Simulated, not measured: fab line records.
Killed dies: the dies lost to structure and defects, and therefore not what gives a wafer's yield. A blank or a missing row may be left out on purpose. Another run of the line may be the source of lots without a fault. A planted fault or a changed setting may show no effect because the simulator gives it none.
fab line records    flow sfq-line
record: lots: 13  wafers: 39  last-day: 97
route steps=325 shown I0@44 I5@237 I6@269 M8@318
lots untouched by any fault: they come from a run of this same line in which no faults occurred
start-h: hours from the record's opening day to when the first of the lot's shown wafers began    wait-h: hours elapsed since this lot's preceding step    " as in the row above    L1.1+2: a single row standing in for several wafers    - no value present, or no start provided    * or withheld: withheld    < > ~ a bound
route shown NAME@n: NAME is a module with steps in the file, n the number in the route of the first one    usual: mean and standard deviation over wafers with no fault    same: alike in all rows    chamber/n: place in a boat    sites: readings site by site    _std_site: their standard deviation    _edge_site: mean of outer sites minus mean of inner sites    radius-mm: for every site, how far away it sits from the centre of the wafer    mask NAME#n: copy n    behind: the tool/chamber that last shaped the wafer    hold: why the lot was held/for how many hours/how that ended    device: names the non-switching transistor (n, p or np)    end of line: the tests these same wafers got at the end of their route    where a step has no rows: the recipe by itself    killed: not the wafer's yield, but the dies lost to structure and defects at the first sort    map: per-die view of a wafer (x killed, . not killed, _ where there is no die)
set.NAME: setting as actually run; set.NAME@STEP: the setting as run at that earlier step    model.NAME: the simulator's own value behind a step, which no gauge read
steps of the route over a sample of lots; a table a step, a row a wafer
services: when a tool's chamber went out of use (start-h, in hours from the record's first day, below 0 if earlier), for how many hours, and the reason
== steps ==
step: SFQ_TRILAYER_I0_CMP_CMP_028
recipe: material: SiO2  down-force-psi: 3  platen-rpm: 60  pad-velocity-m-s: 0.94248
usual: motor-current-A: 10.4/1.1  time-to-endpoint-s: 216/6.8
lot.wafer  tool    chamber  start-h  wait-h  motor-current-A  time-to-endpoint-s
L397.1     cmp-02  1        314.86   0.0     10.4             228
L397.2     "       0        316.36   1.5     8.8              221
L397.5     "       2        317.36   2.5     9.9              218
L398.2     cmp-01  1        320.67   2.3     10.5             208
L398.1     "       2        "        "       11.8             210
L398.5     "       3        "        "       9.2              213
L399.1     cmp-02  1        326.80   1.9     10.7             220
L399.5     "       0        328.30   3.4     9.0              226
L399.6     "       1        "        "       10.5             227
L401.4     cmp-01  0        343.84   3.1     10.1             224
L401.3     "       3        345.34   4.7     9.5              213
L401.6     "       0        "        "       9.9              225
L403.3     cmp-01  1        356.12   0.0     10.4             220
L403.1     "       2        "        "       12.1             217
L403.6     "       2        358.62   2.5     12.0             219
L404.3     cmp-02  1        375.58   0.0     10.5             223
L404.4     "       3        376.58   1.0     12.5             221
L404.6     "       2        378.08   2.5     9.6              229
L405.3     cmp-02  1        389.38   0.5     10.6             209
L405.4     "       3        390.38   1.5     12.2             213
L405.5     "       1        391.38   2.5     10.9             216
L406.1     cmp-02  1        392.53   0.1     11.1             209
L406.3     "       3        393.53   1.0     12.2             215
L406.2     "       0        "        "       8.5              214
L408.4     cmp-02  3        412.61   4.5     12.1             219
L408.3     "       1        413.61   5.6     10.2             203
L408.5     "       3        414.61   6.5     12.4             210
L410.3     cmp-02  0        433.11   13.3    8.0              223
L410.4     "       1        "        "       10.6             183
L410.5     "       1        435.61   15.8    10.8             188
L417.3     cmp-01  3        493.96   4.0     9.7              214
L417.4     "       2        495.46   5.5     12.1             208
L417.5     "       3        "        "       9.8              213
L418.4     cmp-01  0        499.96   3.9     9.7              209
L418.2     "       2        500.96   4.9     12.1             204
L418.3     "       3        "        "       9.8              207
L420.4     cmp-02  1        512.90   1.2     10.3             219
L420.1     "       2        "        "       10.0             214
L420.6     "       1        514.90   3.2     10.7             217
step: SFQ_TRILAYER_I0_METRO_MEASURE_029
usual: thk-nm: 200.2/1
lot.wafer  tool           chamber  start-h  wait-h  thk-nm
L397.1     film-metro-02  -        317.98   0.1     200.9
L397.2     "              -        "        "       201.5
L397.5     "              -        "        "       200.8
L398.1     film-metro-03  -        322.79   0.1     201.3
L398.2     "              -        "        "       202.5
L398.5     "              -        "        "       199.7
L399.1     film-metro-03  -        329.42   0.1     202.4
L399.5     "              -        "        "       201.5
L399.6     "              -        "        "       202.8
L401.3     film-metro-04  -        347.36   0.5     200.0
L401.4     "              -        "        "       199.3
L401.6     "              -        "        "       199.0
L403.1     film-metro-04  -        359.24   0.1     200.5
L403.3     "              -        "        "       200.2
L403.6     "              -        "        "       200.6
L404.3     film-metro-02  -        379.10   0.5     200.5
L404.4     "              -        "        "       200.1
L404.6     "              -        "        "       200.3
L405.3     film-metro-03  -        392.90   0.5     199.4
L405.4     "              -        "        "       200.1
L405.5     "              -        "        "       199.2
L406.1     film-metro-02  -        395.65   0.1     201.1
L406.2     "              -        "        "       201.7
L406.3     "              -        "        "       200.7
L408.3     film-metro-04  -        415.63   0.5     199.6
L408.4     "              -        "        "       199.7
L408.5     "              -        "        "       199.9
L410.3     film-metro-04  -        436.63   0.5     200.4
L410.4     "              -        "        "       249.1
L410.5     "              -        "        "       250.2
L417.3     film-metro-03  -        497.48   0.5     197.4
L417.4     "              -        "        "       198.3
L417.5     "              -        "        "       198.6
L418.2     film-metro-04  -        503.28   0.3     198.1
L418.3     "              -        "        "       198.7
L418.4     "              -        "        "       199.3
L420.1     film-metro-03  -        515.52   0.1     200.8
L420.4     "              -        "        "       200.5
L420.6     "              -        "        "       200.4
step: SFQ_TRILAYER_I0_VIA_ETCH_VIA_ETCH_034
recipe: target: SiO2  stop-on: Nb  mask-material: PR  taper-deg: 20  chemistry: CHF3  target-depth-nm: 260  source-w: 500  bias-w: 80  pressure-mtorr: 30  time-s: withheld
usual: drypump-motor-current-A: 5.8/0.57  oes-product-au: 0.855/0.006  rf-fwd-power-W: 497.8/1.6
lot.wafer  tool         chamber  start-h  wait-h  drypump-motor-current-A  oes-product-au  rf-fwd-power-W
L397.1     rie-diel-01  1        457.74   0.0     6.3                      0.857           495.2
L397.2     "            0        "        "       6.3                      0.865           496.9
L397.5     "            1        "        "       6.2                      0.855           498.0
L398.1     rie-diel-01  0        464.94   0.0     6.2                      0.862           498.6
L398.2     "            1        "        "       6.2                      0.860           499.1
L398.5     "            2        "        "       5.6                      0.851           498.8
L399.1     rie-diel-01  1        473.34   0.0     6.3                      0.863           499.4
L399.5     "            2        "        "       5.6                      0.860           497.3
L399.6     "            1        "        "       6.3                      0.858           498.4
L401.3     rie-diel-01  0        490.27   0.0     6.3                      0.857           498.2
L401.4     "            3        "        "       5.8                      0.860           497.0
L401.6     "            1        "        "       6.3                      0.854           498.8
L403.1     rie-diel-03  2        509.47   0.0     6.4                      0.862           494.1
L403.3     "            3        "        "       4.8                      0.856           497.1
L403.6     "            2        "        "       6.4                      0.847           493.6
L404.3     rie-diel-01  0        529.87   0.0     6.3                      0.860           494.4
L404.4     "            2        "        "       5.6                      0.856           496.0
L404.6     "            2        "        "       5.6                      0.860           495.0
L405.3     rie-diel-03  3        541.69   0.0     4.8                      0.851           498.1
L405.4     "            0        "        "       5.6                      0.865           496.5
L405.5     "            2        "        "       6.5                      0.854           500.0
L406.1     rie-diel-01  1        551.39   0.0     6.2                      0.856           498.0
L406.2     "            0        "        "       6.3                      0.867           498.7
L406.3     "            3        "        "       5.8                      0.853           497.8
L408.3     rie-diel-04  1        573.79   0.0     5.4                      0.848           497.0
L408.4     "            3        "        "       4.7                      0.862           500.2
L408.5     "            1        "        "       5.4                      0.853           498.4
L410.3     rie-diel-04  0        595.16   0.0     5.7                      0.854           498.5
L410.4     "            2        "        "       6.4                      0.983           498.4
L410.5     "            0        "        "       5.7                      0.975           496.6
L417.3     rie-diel-03  1        664.81   0.0     6.4                      0.843           496.8
L417.4     "            2        "        "       6.4                      0.855           497.9
L417.5     "            0        "        "       5.6                      0.854           496.4
L418.2     rie-diel-03  1        672.01   0.0     6.3                      0.850           497.9
L418.3     "            2        "        "       6.4                      0.852           495.2
L418.4     "            0        "        "       5.6                      0.849           498.8
L420.1     rie-diel-03  3        684.01   0.0     4.8                      0.853           497.4
L420.4     "            1        "        "       6.4                      0.861           496.9
L420.6     "            2        "        "       6.4                      0.844           498.6
step: SFQ_TRILAYER_I5_ETCH_VIA_ETCH_147
recipe: stop-on: Nb  mask-material: PR  chemistry: CHF3  target-depth-nm: 360  source-w: 500  bias-w: 80  pressure-mtorr: 30  time-s: withheld
usual: drypump-motor-current-A: 5.9/0.52  oes-product-au: 0.990/0.0054  rf-fwd-power-W: 498.5/1.6
lot.wafer  tool         chamber  start-h  wait-h  drypump-motor-current-A  oes-product-au  rf-fwd-power-W
L397.1     rie-diel-02  0        1814.31  0.0     6.0                      0.991           498.2
L397.2     "            3        "        "       5.3                      0.999           500.6
L397.5     "            3        "        "       5.3                      0.990           498.5
L398.1     rie-diel-03  3        1815.51  0.0     4.8                      0.991           499.8
L398.2     "            0        "        "       5.7                      0.987           499.6
L398.5     "            2        "        "       6.4                      0.987           499.1
L399.1     rie-diel-01  1        1816.71  0.0     6.3                      0.995           497.5
L399.5     "            0        "        "       6.3                      0.982           496.3
L399.6     "            3        "        "       5.8                      0.988           500.8
L401.3     rie-diel-02  2        1821.51  0.0     5.7                      0.987           500.0
L401.4     "            0        "        "       6.0                      0.988           498.3
L401.6     "            2        "        "       5.7                      0.994           496.0
L403.1     rie-diel-01  2        1841.23  0.0     5.6                      0.991           497.3
L403.3     "            1        "        "       6.2                      0.986           496.6
L403.6     "            0        "        "       6.3                      0.988           497.3
L404.3     rie-diel-02  0        1859.54  0.0     6.0                      0.989           498.3
L404.4     "            1        "        "       6.7                      0.989           499.5
L404.6     "            0        "        "       6.0                      0.994           499.4
L405.3     rie-diel-02  3        1863.99  0.0     5.3                      0.998           496.3
L405.4     "            0        "        "       6.0                      0.988           499.3
L405.5     "            0        "        "       6.0                      0.993           501.3
L406.1     rie-diel-01  0        1870.00  0.0     6.3                      0.987           496.0
L406.2     "            1        "        "       6.2                      0.996           496.9
L406.3     "            2        "        "       5.6                      0.971           501.9
L408.3     rie-diel-03  1        1892.80  0.0     6.3                      0.992           495.8
L408.4     "            2        "        "       6.4                      1.000           499.8
L408.5     "            2        "        "       6.4                      0.986           501.5
L410.3     rie-diel-03  0        1897.25  0.0     5.6                      0.991           499.5
L410.4     "            2        "        "       6.4                      0.988           498.8
L410.5     "            3        "        "       4.8                      0.987           499.4
L417.3     rie-diel-03  2        1943.20  0.0     6.4                      0.981           497.1
L417.4     "            0        "        "       5.7                      0.983           501.3
L417.5     "            3        "        "       4.8                      0.993           498.5
L418.2     rie-diel-02  3        1944.40  0.0     5.3                      0.994           502.0
L418.3     "            0        "        "       6.0                      0.988           498.6
L418.4     "            1        "        "       6.6                      0.976           498.8
L420.1     rie-diel-02  3        2038.86  0.0     5.3                      0.989           497.4
L420.4     "            2        "        "       5.7                      0.992           498.0
L420.6     "            2        "        "       5.7                      0.984           494.7
step: SFQ_TRILAYER_I6_METRO_MEASURE_167
usual: thk-nm: 199.6/0.9
lot.wafer  tool           chamber  start-h  wait-h  thk-nm
L397.1     film-metro-03  -        1846.84  0.1     200.9
L397.2     "              -        "        "       200.2
L397.5     "              -        "        "       199.7
L398.1     film-metro-01  -        1849.84  0.1     199.5
L398.2     "              -        "        "       200.3
L398.5     "              -        "        "       199.9
L399.1     film-metro-01  -        1852.84  0.1     200.6
L399.5     "              -        "        "       200.0
L399.6     "              -        "        "       199.4
L401.3     film-metro-01  -        1861.22  0.5     201.5
L401.4     "              -        "        "       199.6
L401.6     "              -        "        "       200.1
L403.1     film-metro-03  -        1872.82  0.1     200.2
L403.3     "              -        "        "       200.4
L403.6     "              -        "        "       199.9
L404.3     film-metro-03  -        1879.22  0.5     199.4
L404.4     "              -        "        "       199.2
L404.6     "              -        "        "       200.7
L405.3     film-metro-01  -        1881.34  0.5     199.2
L405.4     "              -        "        "       199.7
L405.5     "              -        "        "       198.6
L406.1     film-metro-03  -        1883.94  0.1     200.9
L406.2     "              -        "        "       200.1
L406.3     "              -        "        "       199.8
L408.3     film-metro-02  -        1905.97  0.5     200.8
L408.4     "              -        "        "       199.7
L408.5     "              -        "        "       200.6
L410.3     film-metro-02  -        1911.35  0.5     198.9
L410.4     "              -        "        "       199.9
L410.5     "              -        "        "       199.9
L417.3     film-metro-02  -        2017.03  0.5     198.8
L417.4     "              -        "        "       199.0
L417.5     "              -        "        "       200.1
L418.2     film-metro-03  -        2050.94  0.3     200.8
L418.3     "              -        "        "       200.8
L418.4     "              -        "        "       198.8
L420.1     film-metro-02  -        2054.24  0.1     199.3
L420.4     "              -        "        "       199.9
L420.6     "              -        "        "       198.5
step: SFQ_M8_OVL_MEAS_948
usual: M8_OVL: -3/5.5
lot.wafer  tool        chamber  start-h  wait-h  M8_OVL[nm]
L397.1     overlay-02  -        2063.03  0.1     2
L397.2     "           -        "        "       -5
L397.5     "           -        "        "       -5
L398.1     overlay-02  -        2070.23  0.1     -3
L398.2     "           -        "        "       -1
L398.5     "           -        "        "       -2
L399.1     overlay-02  -        2071.43  0.1     -3
L399.5     "           -        "        "       -3
L399.6     "           -        "        "       -1
L401.3     overlay-02  -        2168.22  0.1     -15
L401.4     "           -        "        "       -4
L401.6     "           -        "        "       -15
L403.1     overlay-02  -        2184.22  0.1     8
L403.3     "           -        "        "       1
L403.6     "           -        "        "       -4
L404.3     overlay-01  -        2196.23  0.1     1
L404.4     "           -        "        "       -2
L404.6     "           -        "        "       -3
L405.3     overlay-02  -        2198.63  0.1     -3
L405.4     "           -        "        "       -7
L405.5     "           -        "        "       -6
L406.1     overlay-02  -        2202.27  0.1     -5
L406.2     "           -        "        "       -5
L406.3     "           -        "        "       5
L408.3     overlay-02  -        2210.63  0.1     -4
L408.4     "           -        "        "       0
L408.5     "           -        "        "       0
L410.3     overlay-02  -        2220.23  0.1     -4
L410.4     "           -        "        "       -6
L410.5     "           -        "        "       3
L417.3     overlay-01  -        2302.38  0.1     -4
L417.4     "           -        "        "       -10
L417.5     "           -        "        "       -2
L418.2     overlay-02  -        2324.43  0.1     -10
L418.3     "           -        "        "       -7
L418.4     "           -        "        "       -13
L420.1     overlay-02  -        2329.23  0.1     -8
L420.4     "           -        "        "       3
L420.6     "           -        "        "       -1
== services ==
tool           chamber  start-h  hours  kind
film-metro-03  -        358.87   2.0    pm
film-metro-03  -        373.60   0.8    pm
film-metro-03  -        395.77   15.2   pm
film-metro-03  -        420.62   0.4    pm
film-metro-03  -        603.87   0.7    pm
film-metro-03  -        619.60   0.3    pm
film-metro-03  -        665.90   2.0    pm
film-metro-03  -        668.60   4.8    repair
film-metro-03  -        689.12   0.6    pm
film-metro-03  -        733.08   2.8    pm
film-metro-03  -        739.86   1.7    repair
film-metro-03  -        821.80   3.0    pm
film-metro-03  -        848.87   0.5    pm
film-metro-03  -        863.60   1.1    pm
film-metro-03  -        910.62   0.7    pm
film-metro-03  -        1093.87  0.7    pm
film-metro-03  -        1108.60  1.9    pm
film-metro-03  -        1155.62  0.7    pm
film-metro-03  -        1338.87  2.6    pm
film-metro-03  -        1353.60  1.1    pm
film-metro-03  -        1400.62  0.3    pm
film-metro-03  -        1583.87  1.7    pm
film-metro-03  -        1598.82  0.8    pm
film-metro-03  -        1645.62  0.2    pm
== key ==
first-sign: step: SFQ_TRILAYER_I0_CMP_CMP_028  reading: time-to-endpoint-s  direction: down  sigmas: 4.5  usual: *  struck: *
effect: step: SFQ_TRILAYER_I0_METRO_MEASURE_029  reading: thk-nm  direction: up  sigmas: 49  usual: 200.2  struck: 249.6
effect: step: SFQ_TRILAYER_I0_VIA_ETCH_VIA_ETCH_034  reading: oes-product-au  direction: up  sigmas: 21  usual: 0.855  struck: 0.979
met-at SFQ_TRILAYER_I0_CMP_CMP_028
struck-lots L410
struck-wafers L410.4,L410.5
not-acting-at SFQ_TRILAYER_I5_ETCH_VIA_ETCH_147,SFQ_TRILAYER_I6_METRO_MEASURE_167,SFQ_M8_OVL_MEAS_948
onset-between 412.61 433.11
fault: kind: process-parameter-drift  tool: cmp-02  chamber: 1  onset-h: 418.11  steps: SFQ_TRILAYER_I0_CMP_CMP_028  channel: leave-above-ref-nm  offset: 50  shape: step  end-h: 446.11  acts-in: these-recipes-only  stated: 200
